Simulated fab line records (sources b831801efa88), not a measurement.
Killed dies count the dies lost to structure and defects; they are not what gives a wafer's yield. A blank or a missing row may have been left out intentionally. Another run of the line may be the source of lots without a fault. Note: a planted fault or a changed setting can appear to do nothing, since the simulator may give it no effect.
The tool behind it: which one? | flow sky130 | 12 lots with 36 wafers sampled at 6 steps, on a route of 708 steps

## WHAT THE GAUGES READ, wafer by wafer
SKY_VIA2_OVL_MEAS_13.
lot  | measured     | on         | VIA2_OVL (nm)
L075 | day 37 00:29 | overlay-01 | 2 1 0
L077 | day 37 23:01 | overlay-01 | -2 8 1
L079 | day 38 09:02 | overlay-02 | 5 3 -1
L081 | day 38 18:15 | overlay-01 | -3 -3 -9
L083 | day 39 13:58 | overlay-01 | -5 -6 -9
L085 | day 39 22:14 | overlay-02 | -11 -2 -1
L087 | day 40 00:44 | overlay-01 | -3 6 -6
L089 | day 40 14:55 | overlay-01 | -8 4 -2
L091 | day 41 01:35 | overlay-02 | -1 -4 1
L093 | day 41 19:22 | overlay-01 | 5 5 0
L095 | day 42 12:49 | overlay-01 | 1 3 3
L097 | day 42 20:38 | overlay-02 | -2 11 -2

## EACH LOT AND THE TOOL THAT RAN IT (in order: tool; ch and the chambers of the sampled wafers; start)
lot  | SKY_FIELD_ISO_ETCH_14            | SKY_LDD_HVN_STRIP_09                | SKY_LI_CONTACT_SPUTTER_20   | SKY_METAL1_SPUTTER_02       | SKY_METAL1_STRIP_20
L075 | rieDiel-02 ch 0,1,3, day 2 09:13 | plasmaAsher-02 ch 1, day 21 02:52   | pvdSputter-02, day 30 00:01 | pvdSputter-03, day 32 10:19 | plasmaAsher-04 ch 0,1, day 33 14:37
L077 | rieDiel-02 ch 0,2, day 2 22:55   | plasmaAsher-02 ch 0,1, day 22 04:00 | pvdSputter-01, day 30 23:07 | pvdSputter-01, day 33 10:22 | plasmaAsher-04 ch 0,1, day 34 12:55
L079 | rieDiel-02 ch 0,1,2, day 3 09:09 | plasmaAsher-01 ch 0,1, day 22 20:39 | pvdSputter-01, day 31 11:23 | pvdSputter-03, day 33 21:01 | plasmaAsher-02 ch 0,1, day 34 23:40
L081 | rieDiel-03 ch 1,3, day 3 19:26   | plasmaAsher-01 ch 0,1, day 23 07:39 | pvdSputter-01, day 31 21:41 | pvdSputter-03, day 34 07:50 | plasmaAsher-04 ch 0,1, day 35 10:25
L083 | rieDiel-02 ch 0,3, day 4 05:47   | plasmaAsher-01 ch 0,1, day 24 05:55 | pvdSputter-04, day 32 20:20 | pvdSputter-02, day 35 04:22 | plasmaAsher-02 ch 0,1, day 36 06:37
L085 | rieDiel-03 ch 0,1, day 4 13:41   | plasmaAsher-03 ch 0,1, day 24 17:43 | pvdSputter-04, day 33 04:14 | pvdSputter-01, day 35 12:52 | plasmaAsher-02 ch 0,1, day 36 15:22
L087 | rieDiel-03 ch 0,1,3, day 5 01:14 | plasmaAsher-03 ch 0,1, day 24 22:04 | pvdSputter-02, day 33 08:24 | pvdSputter-01, day 35 16:05 | plasmaAsher-04 ch 0,1, day 36 17:30
L089 | rieDiel-04 ch 2,3, day 5 11:51   | plasmaAsher-03 ch 0,1, day 25 14:30 | pvdSputter-02, day 33 22:37 | pvdSputter-01, day 36 06:47 | plasmaAsher-02 ch 0,1, day 37 09:20
L091 | rieDiel-02 ch 1,2,3, day 5 20:24 | plasmaAsher-01 ch 0, day 26 04:03   | pvdSputter-01, day 34 10:08 | pvdSputter-02, day 36 17:47 | plasmaAsher-02 ch 0,1, day 37 19:43
L093 | rieDiel-04 ch 2,3, day 6 07:24   | plasmaAsher-03 ch 0,1, day 26 21:07 | pvdSputter-04, day 35 04:08 | pvdSputter-01, day 37 12:08 | plasmaAsher-04 ch 0,1, day 38 13:34
L095 | rieDiel-02 ch 0,1,3, day 6 18:09 | plasmaAsher-01 ch 0,1, day 27 19:40 | pvdSputter-01, day 36 00:05 | pvdSputter-02, day 38 06:14 | plasmaAsher-02 ch 0,1, day 39 07:25
L097 | rieDiel-03 ch 0,2,3, day 7 04:01 | plasmaAsher-02 ch 0,1, day 28 05:25 | pvdSputter-04, day 36 08:22 | pvdSputter-03, day 38 14:38 | plasmaAsher-03 ch 0,1, day 39 16:15
- SKY_FIELD_ISO_ETCH_14: etches BARC in N2/H2, stops on SiO2, time 45.9 s, target depth 60 nm.
- SKY_LDD_HVN_STRIP_09: strips in O2/N2.
- SKY_LI_CONTACT_SPUTTER_20: material TiN, target thk 20 nm, time 80 s.
- SKY_METAL1_SPUTTER_02: material AlCu, target thk 250 nm, time 13.3 s.
- SKY_METAL1_STRIP_20: strips in O2/N2.

## THE ANSWER, worked out from the rows above alone
Rule: the lots themselves supply what counts as usual. The widest of any qualifying gaps counts: lots, ordered by their means at a reading, are off when they make up no more than a third of the lots, leave a main group of 4 or more, and stand apart from it by 3 or more times the standard deviation of that group's means. Not used: any main group whose means are identical at the precision the tables above print for the reading. A lot without any number at a reading at which 4 lots or more have one is off too. All remaining lots with rows at the step are treated as sound.
Across all readings shown, no lot is off: no conclusion can be drawn from this.

## WHAT HAD BEEN PUT IN BY THE SIMULATOR
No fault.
